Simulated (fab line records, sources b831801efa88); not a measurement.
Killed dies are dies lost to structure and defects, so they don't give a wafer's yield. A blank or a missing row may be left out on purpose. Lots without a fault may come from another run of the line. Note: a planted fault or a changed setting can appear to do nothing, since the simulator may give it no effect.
fab line records    flow sky130
record: lots: 12  wafers: 35  lastDay: 50
route steps=708 shown CONTACT@431 METAL2@488 VIA2@509 PAD_OPEN@708
lots that met no fault: from a run of the same line without faults
startH: the number of hours between the record's first day and the start of the first shown wafer of the lot    waitH: hours since the lot's step before    " as in the row above    L1.1+2: a single row standing in for several wafers    - value missing, or start not given    * or withheld: withheld    < > ~ a bound
route shown NAME@n: names a module that has steps shown in the file, with the first one's number in the route    usual: average and standard deviation across the fault-free wafers    same: alike in all rows    chamber/n: place in a boat    sites: per-site readings    _std_site: how widely they spread, as a standard deviation    _edge_site: the outer-site mean with the inner-site mean subtracted    radiusMm: how far each site lies from the wafer's centre    mask NAME#n: copy n    behind: the tool/chamber that last shaped the wafer    hold: what put the lot on hold/how long, in hours/how the hold closed    device: the transistor (n, p or np) that didn't switch    end of line: tests run on the same wafers once the route is complete    for a step that has no rows: nothing shown but its recipe    killed: dies lost to structure and defects at the first sort, not the wafer's yield    map: the dies of a wafer, with x for killed, . for not killed, _ for no die there
set.NAME: the setting that was run; set.NAME@STEP: the one run at that earlier step    model.NAME: the simulator's own value behind a step, which no gauge read
route steps across a sampled set of lots; one table per step, one row per wafer
services: when a tool's chamber went out of use (startH, in hours from the record's first day, below 0 if earlier), for how many hours, and the reason
== steps ==
step: SKY_CONTACT_RS_MEAS_25
recipe: thkMeasGauge: four-point-probe  reads: W_of_CONTACT_CVD_24+TiN_of_CONTACT_SPUTTER_23
usual: CONTACT_W_RS: 0.335/0.0037
lot.wafer  tool          chamber  startH  waitH  CONTACT_W_RS[ohm/sq]
L228.1     filmMetro-03  -        745.66  0.1    0.337
L228.2     "             -        "       "      0.336
L228.6     "             -        "       "      0.340
L229.1     filmMetro-02  -        753.26  0.1    0.339
L229.3     "             -        "       "      0.338
L229.5     "             -        "       "      0.334
L231.2     filmMetro-02  -        771.99  0.1    0.334
L231.3     "             -        "       "      0.335
L231.4     "             -        "       "      0.337
L237.2     filmMetro-03  -        824.46  0.1    0.338
L237.4     "             -        "       "      0.333
L237.6     "             -        "       "      0.333
L236.2     filmMetro-02  -        825.79  0.1    0.330
L236.4     "             -        "       "      0.335
L236.6     "             -        "       "      0.336
L240.1     filmMetro-02  -        836.86  0.1    0.331
L240.5     "             -        "       "      0.339
L240.6     "             -        "       "      0.340
L241.1     filmMetro-03  -        842.46  0.1    0.332
L241.3     "             -        "       "      0.331
L241.4     "             -        "       "      0.337
L242.1     filmMetro-03  -        857.46  0.1    0.335
L242.2     "             -        "       "      0.335
L242.3     "             -        "       "      0.336
L243.2     filmMetro-01  -        863.87  0.1    0.330
L243.4     "             -        "       "      0.328
L243.6     "             -        "       "      0.336
L244.3     filmMetro-03  -        869.59  0.1    0.342
L244.6     "             -        "       "      0.339
L245.4     filmMetro-02  -        876.57  0.1    0.329
L245.5     "             -        "       "      0.327
L245.6     "             -        "       "      0.335
L248.1     filmMetro-02  -        898.26  0.1    0.331
L248.4     "             -        "       "      0.333
L248.6     "             -        "       "      0.338
step: SKY_METAL2_RS_MEAS_05
recipe: thkMeasGauge: four-point-probe  reads: TiN_of_METAL2_SPUTTER_04+Ti_of_METAL2_SPUTTER_03+AlCu_of_METAL2_SPUTTER_02+TiN_of_METAL2_SPUTTER_01+Ti_of_METAL2_SPUTTER_00
usual: METAL2_ALCU_RS: 0.1268/0.0017
lot.wafer  tool          chamber  startH  waitH  METAL2_ALCU_RS[ohm/sq]
L228.1     filmMetro-02  -        802.96  0.0    0.1248
L228.2     "             -        "       "      0.1241
L228.6     "             -        "       "      0.1282
L229.1     filmMetro-04  -        810.73  0.0    0.1265
L229.3     "             -        "       "      0.1285
L229.5     "             -        "       "      0.1283
L231.2     filmMetro-03  -        828.02  0.0    0.1260
L231.3     "             -        "       "      0.1280
L231.4     "             -        "       "      0.1285
L237.2     filmMetro-04  -        880.72  0.0    0.1299
L237.4     "             -        "       "      0.1250
L237.6     "             -        "       "      0.1259
L236.2     filmMetro-03  -        882.19  0.0    0.1248
L236.4     "             -        "       "      0.1246
L236.6     "             -        "       "      0.1255
L240.1     filmMetro-02  -        893.52  0.0    0.1248
L240.5     "             -        "       "      0.1236
L240.6     "             -        "       "      0.1244
L241.1     filmMetro-04  -        897.85  0.0    0.1277
L241.3     "             -        "       "      0.1282
L241.4     "             -        "       "      0.1286
L242.1     filmMetro-02  -        913.07  0.0    0.1263
L242.2     "             -        "       "      0.1276
L242.3     "             -        "       "      0.1285
L243.2     filmMetro-03  -        919.95  0.0    0.1257
L243.4     "             -        "       "      0.1257
L243.6     "             -        "       "      0.1258
L244.3     filmMetro-04  -        923.37  0.1    0.1305
L244.6     "             -        "       "      0.1288
L245.4     filmMetro-03  -        928.78  0.1    0.1276
L245.5     "             -        "       "      0.1289
L245.6     "             -        "       "      0.1278
L248.1     filmMetro-04  -        952.12  0.0    0.1284
L248.4     "             -        "       "      0.1258
L248.6     "             -        "       "      0.1262
step: SKY_VIA2_CMP_02
recipe: material: SiO2  downForcePsi: 4  platenRpm: 60  padVelocityMS: 0.94248
usual: motorCurrentA: 11.2/0.97  slurryFilterDpKPa: 13.49/0.14  slurryFlowMlMin: 150.0/0.44
lot.wafer  tool    chamber  startH  waitH  motorCurrentA  slurryFilterDpKPa  slurryFlowMlMin
L228.2     cmp-02  1        830.54  0.1    13.2           13.35              150.4
L228.1     "       3        "       "      11.2           13.52              149.7
L228.6     "       1        "       "      12.3           13.55              150.7
L229.1     cmp-02  2        838.41  0.1    11.4           13.30              150.2
L229.3     "       3        "       "      10.9           13.50              150.7
L229.5     "       2        "       "      11.0           13.38              150.0
L231.3     cmp-02  0        855.53  0.1    9.5            13.64              149.1
L231.2     "       1        "       "      12.8           13.84              150.9
L231.4     "       2        "       "      11.6           13.50              149.9
L237.2     cmp-01  1        907.45  0.1    11.6           13.58              150.1
L237.4     "       2        "       "      10.3           13.60              149.5
L237.6     "       3        "       "      11.6           13.47              150.2
L236.4     cmp-02  2        909.17  0.1    11.4           13.33              149.9
L236.2     "       3        "       "      11.6           13.49              149.6
L236.6     "       1        "       "      12.4           13.36              150.1
L240.1     cmp-01  2        920.19  0.4    11.1           13.55              149.8
L240.5     "       0        "       "      10.0           13.28              149.7
L240.6     "       1        "       "      12.0           13.45              149.9
L241.4     cmp-02  2        923.67  0.0    11.1           13.42              149.5
L241.3     "       3        "       "      11.2           13.53              150.3
L241.1     "       0        "       "      9.7            13.63              150.6
L242.1     cmp-02  1        939.63  0.1    13.3           13.42              150.3
L242.3     "       3        "       "      11.5           13.43              150.3
L242.2     "       0        "       "      10.4           13.42              150.4
L243.4     cmp-02  3        946.30  0.0    11.4           13.35              150.2
L243.2     "       0        "       "      9.7            13.46              150.9
L243.6     "       3        "       "      11.8           13.45              149.6
L244.3     cmp-01  0        949.91  0.4    10.0           13.36              149.6
L244.6     "       2        "       "      11.0           13.49              150.4
L245.4     cmp-01  1        955.11  0.0    11.3           13.30              149.6
L245.6     "       1        "       "      11.8           13.46              150.1
L245.5     "       2        "       "      10.7           13.11              149.6
L248.1     cmp-02  0        977.21  0.1    10.0           13.45              149.9
L248.4     "       2        "       "      11.4           13.44              150.6
L248.6     "       1        "       "      12.6           13.47              150.2
step: SKY_VIA2_ETCH_15
recipe: target: SiO2  chemistry: C4F8/O2/Ar  targetDepthNm: 546  stopOn: TiN  maskMaterial: KrF-thick  sourceW: 1500  biasW: 1200  pressureMtorr: 40  c4f8FlowSccm: withheld  O2_flow_sccm: 6  Ar_flow_sccm: 300  timeS: 84
usual: biasW: 1200/3.6  oesProductAu: 0.940/0.0048
lot.wafer  tool        chamber  startH   waitH  biasW  oesProductAu  rfHoursCounterH
L228.1     rieDiel-03  3        857.56   0.0    1204   0.935         2
L228.2     "           0        "        "      1199   0.937         14
L228.6     "           3        "        "      1195   0.940         -
L229.1     rieDiel-02  1        866.01   0.0    1199   0.932         12
L229.3     "           3        "        "      1200   0.940         4
L229.5     "           1        "        "      1196   0.937         -
L231.2     rieDiel-01  2        882.00   0.0    1205   0.939         5
L231.3     "           3        "        "      1204   0.945         20
L231.4     "           0        "        "      1197   0.938         27
L237.2     rieDiel-03  0        932.71   0.0    1203   0.944         16
L237.4     "           2        "        "      1203   0.941         11
L237.6     "           3        "        "      1199   0.944         -
L236.2     rieDiel-02  0        933.86   0.0    1201   0.943         20
L236.4     "           3        "        "      1194   0.938         6
L236.6     "           3        "        "      1192   0.937         -
L240.1     rieDiel-03  2        945.88   0.0    1200   0.940         11
L240.5     "           3        "        "      1195   0.938         -
L240.6     "           0        "        "      1198   0.941         -
L241.1     rieDiel-02  1        949.01   0.0    1202   0.937         15
L241.3     "           2        "        "      1197   0.944         13
L241.4     "           2        "        "      1205   0.945         -
L242.1     rieDiel-02  2        964.91   0.0    1198   0.930         13
L242.2     "           1        "        "      1206   0.940         15
L242.3     "           3        "        "      1204   0.934         7
L243.2     rieDiel-02  3        970.86   0.0    1205   0.947         7
L243.4     "           2        "        "      1202   0.933         14
L243.6     "           1        "        "      1203   0.936         -
L244.3     rieDiel-03  1        974.70   0.0    1200   0.938         10
L244.6     "           3        "        "      1197   0.944         -
L245.4     rieDiel-01  1        979.54   0.0    1203   0.941         -
L245.5     "           2        "        "      1201   0.942         -
L245.6     "           0        "        "      1196   0.948         -
L248.1     rieDiel-03  1        1001.56  0.0    1202   0.981         11
L248.4     "           2        "        "      1202   0.993         13
L248.6     "           0        "        "      1200   0.980         -
step: SKY_VIA2_CMP_24
recipe: stopOn: SiO2  tOverpolishS: 20  downForcePsi: 3.5  platenRpm: 60  targetThkNm: 0  padVelocityMS: 0.94248
usual: motorCurrentA: 10.2/0.83  slurryFilterDpKPa: 13.50/0.13  slurryFlowMlMin: 150.0/0.43
lot.wafer  tool    chamber  startH   waitH  motorCurrentA  slurryFilterDpKPa  slurryFlowMlMin
L228.1     cmp-01  3        858.64   0.1    10.0           13.39              149.3
L228.2     "       1        "        "      9.9            13.65              150.6
L228.6     "       2        "        "      10.1           13.63              149.7
L229.3     cmp-01  3        867.05   0.0    10.1           13.10              150.2
L229.1     "       1        "        "      10.5           13.43              149.7
L229.5     "       3        "        "      10.6           13.60              150.9
L231.4     cmp-02  0        883.07   0.0    9.0            13.69              150.8
L231.3     "       1        "        "      11.8           13.46              149.8
L231.2     "       2        "        "      9.9            13.52              149.5
L237.4     cmp-02  3        933.74   0.0    10.4           13.35              150.0
L237.2     "       2        "        "      10.1           13.46              149.9
L237.6     "       3        "        "      10.5           13.66              150.2
L236.2     cmp-02  2        935.05   0.2    10.3           13.50              150.3
L236.4     "       3        "        "      10.2           13.60              151.0
L236.6     "       1        "        "      12.2           13.32              149.7
L240.1     cmp-01  3        947.12   0.1    10.5           13.46              149.7
L240.5     "       2        "        "      10.3           13.61              150.3
L240.6     "       3        "        "      10.5           13.57              150.3
L241.4     cmp-02  3        950.06   0.0    9.9            13.35              149.8
L241.1     "       0        "        "      8.8            13.43              150.0
L241.3     "       1        "        "      11.5           13.56              150.7
L242.2     cmp-01  3        965.94   0.0    10.7           13.28              150.3
L242.3     "       0        "        "      9.8            13.61              150.7
L242.1     "       2        "        "      10.1           13.56              149.5
L243.4     cmp-02  0        971.97   0.1    8.7            13.55              150.1
L243.2     "       2        "        "      10.2           13.39              149.8
L243.6     "       0        "        "      8.9            13.83              150.4
L244.3     cmp-02  1        976.24   0.1    11.6           13.72              149.4
L244.6     "       3        "        "      10.7           13.54              149.8
L245.4     cmp-01  1        980.71   0.2    10.1           13.46              150.0
L245.5     "       2        "        "      10.4           13.51              149.3
L245.6     "       3        "        "      10.1           13.45              150.0
L248.4     cmp-02  3        1002.72  0.0    10.7           13.62              150.2
L248.1     "       2        "        "      10.1           13.52              149.6
L248.6     "       3        "        "      10.5           13.42              149.8
step: SKY_PAD_OPEN_PROBE_99
usual: defectLimitedYield: 82.6/1.8  killed_at_M0_to_M3: 43/6.3  killed_at_M4_up: 3.0/1.6  killedAtContacts: 25/5  killedAtFrontEnd: 15/4.4  killedAtOther: 0.3/0.8  killedDies: 85/8.7  killedOpen: 47/6.9  killedShort: 38/6.3
same: grossDies: 492  killedAtBackSide: 0
lot.wafer  tool       chamber  startH   waitH  defectLimitedYield[%]  killed_at_M0_to_M3  killed_at_M4_up  killedAtContacts  killedAtFrontEnd  killedAtOther  killedDies  killedOpen  killedShort
L229.1     prober-01  -        1090.81  0.1    82.7                   37                  3                33                12                0              85          46          39
L229.3     prober-01  -        1090.91  0.2    83.9                   41                  3                23                12                0              79          41          38
L229.5     prober-01  -        1091.01  0.2    83.9                   45                  5                17                12                0              79          46          33
killed by level:class
L229.1 LI_CONTACT:geometricParticle:open=12 CONTACT:geometricParticle:short=10 VIA1:geometricParticle:open=7 CONTACT:geometricParticle:open=6 VIA2:geometricParticle:open=6 VIA3:geometricParticle:open=6 METAL2:geometricParticle:short=4 VIA3:geometricParticle:short=4
L229.3 VIA1:geometricParticle:open=12 CONTACT:geometricParticle:open=7 METAL2:geometricParticle:short=6 POLY_GATE:geometricParticle:short=5 LI_CONTACT:geometricParticle:open=5 VIA2:geometricParticle:open=5 POLY_GATE:geometricParticle:open=4 LOCAL_INTERCONNECT:geometricParticle:short=4
L229.5 VIA1:geometricParticle:open=13 POLY_GATE:geometricParticle:short=8 VIA3:geometricParticle:open=7 CONTACT:geometricParticle:short=6 LI_CONTACT:geometricParticle:open=5 CONTACT:geometricParticle:open=5 VIA2:geometricParticle:open=5 VIA1:geometricParticle:short=5
== services ==
tool        chamber  startH  hours  kind
rieDiel-03  3        808.40  26.5   repair
cmp-02      -        819.99  0.2    repair
cmp-02      -        827.00  2.4    repair
cmp-02      -        853.19  2.0    repair
rieDiel-03  2        856.12  7.4    repair
rieDiel-02  -        876.56  2.8    pm
rieDiel-02  -        881.02  0.5    repair
rieDiel-03  1        883.77  5.0    repair
rieDiel-01  1        903.49  4.0    repair
cmp-01      -        912.79  4.0    pm
cmp-02      -        913.47  5.6    repair
rieDiel-01  3        913.95  4.1    repair
cmp-01      -        916.79  -      consumableReplace:conditioner
cmp-01      -        916.79  -      consumableReplace:pad
rieDiel-03  1        919.90  9.4    repair
cmp-01      -        928.88  8.1    pm
rieDiel-03  -        935.86  2.8    pm
rieDiel-02  0        944.45  8.4    repair
cmp-02      -        951.15  3.5    pm
cmp-02      -        957.42  3.9    repair
rieDiel-03  0        957.57  21.5   repair
rieDiel-01  3        961.25  21.6   repair
cmp-02      -        983.37  6.4    pm
rieDiel-03  2        994.68  5.5    repair
== key ==
firstSign: step: SKY_VIA2_ETCH_15  reading: oesProductAu  direction: up  sigmas: 9.1  usual: 0.940  struck: 0.985
effect none on later readings
metAt SKY_VIA2_CMP_02
struckLots L248
notActingAt SKY_CONTACT_RS_MEAS_25,SKY_METAL2_RS_MEAS_05,SKY_VIA2_CMP_24
onsetBetween 946.30 977.21
alsoFits time
fault: kind: processParameterDrift  tool: cmp-02  chamber: -  onsetH: 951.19  steps: SKY_VIA2_CMP_02  channel: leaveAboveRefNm  offset: 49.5  shape: step  actsIn: theseRecipesOnly  stated: 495
